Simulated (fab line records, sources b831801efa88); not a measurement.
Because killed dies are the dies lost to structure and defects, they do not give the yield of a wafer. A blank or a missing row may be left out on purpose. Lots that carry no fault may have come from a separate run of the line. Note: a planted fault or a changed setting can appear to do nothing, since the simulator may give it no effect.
Code-filled problem report in 8D (eight disciplines) form ; flow gf180mcu ; the parts of the form that need people (team, actions taken, sign-off) are left out

== 1. THE PROBLEM ==
Wafers without a fault read 15.001 s, standard deviation 0.0083; overpolishRunS at GF_V5_CMP_26 reads a mean of 0.046 s on 3 wafers belonging to 2 lots. So: -99 or more standard deviations from the usual mean.
The step: polishes, stops on SiO2, t overpolish 15 s, target thk 0 nm.
The first sign was on wafer L220.4 at day 28 03:05, on cmp-01. At this step, 42 wafers from 14 lots have a number in the record. By rule, "out" or "out of limits" means more than 4 standard deviations away from the usual mean. Any other wafer with a number is counted as sound.

== 2. WHAT IT IS AND WHAT IT IS NOT ==
question;is;is not
which readings at this step;overpolishRunS, timeToEndpointS;motorCurrentA
which lots;L220, L221;L217, L218, L219, L230, L231, L233, L234, L235, L236, L237, L239, L240
which wafers of those lots;L220.4, L221.3, L221.5;L220.1, L220.3, L221.2
read on which tools;cmp-01;cmp-02
when;from day 28 03:05;"up to then (11 sound wafers); but 28 sound wafers of L221, L230, L231, L233, L234, L235, L236, L237, L239, L240 came after"

== 3. WHAT RULES OUT EACH SUSPECT ==
Counting: a tool at a process step up to the reading stays a suspect if it ran every lot that is out. Sound lots after the first of them don't rule it out here, since some wafers of a struck lot are sound.
- cmp-01 at GF_V5_CMP_26 (polishes, stops on SiO2, t overpolish 15 s, target thk 0 nm): kept. It processed each lot that is out (first: L220, day 28 03:05); up to then, its last sound lot is L219 (day 27 20:40). Its own overpolishRunS, timeToEndpointS readings are out on those wafers.
- cmp-01, GF_V5_CMP_26: wafers that are out in chamber 2, sound lot-mates in chambers 0, 3.
After counting, what remains is cmp-01 at GF_V5_CMP_26.

== 4. THE CAUSE (what the simulator had put in) ==
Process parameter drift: cmp-01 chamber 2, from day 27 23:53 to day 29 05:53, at GF_V5_CMP_26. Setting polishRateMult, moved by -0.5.
The count eliminated every tool but this one.

== 5. THE CHAIN OF EFFECTS, in route order ==
Each row: a reading where the mean over the struck wafers with a number is more than 3 standard deviations away from the usual. Only readings for which the record gives a usual standard deviation are gone through. hours: the time from each lot's start at the first step in this table that gives one to its start at this step, as a median over the lots. sigmas: the change in usual standard deviations.
hours;step;reading;usual;on struck wafers;change;sigmas
0;GF_V5_CMP_26;overpolishRunS;15.001 s;0.046;-14.955;-99 or more
0;GF_V5_CMP_26;timeToEndpointS;84 s;132;+48;+13
It contains these process steps:
- GF_V5_CMP_26: polishes, stops on SiO2, t overpolish 15 s, target thk 0 nm.

== 6. HOW IT WOULD HAVE BEEN CAUGHT EARLIER ==
In this record the first reading out of limits was taken at day 28 03:05, 3 hours after the fault began at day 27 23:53.
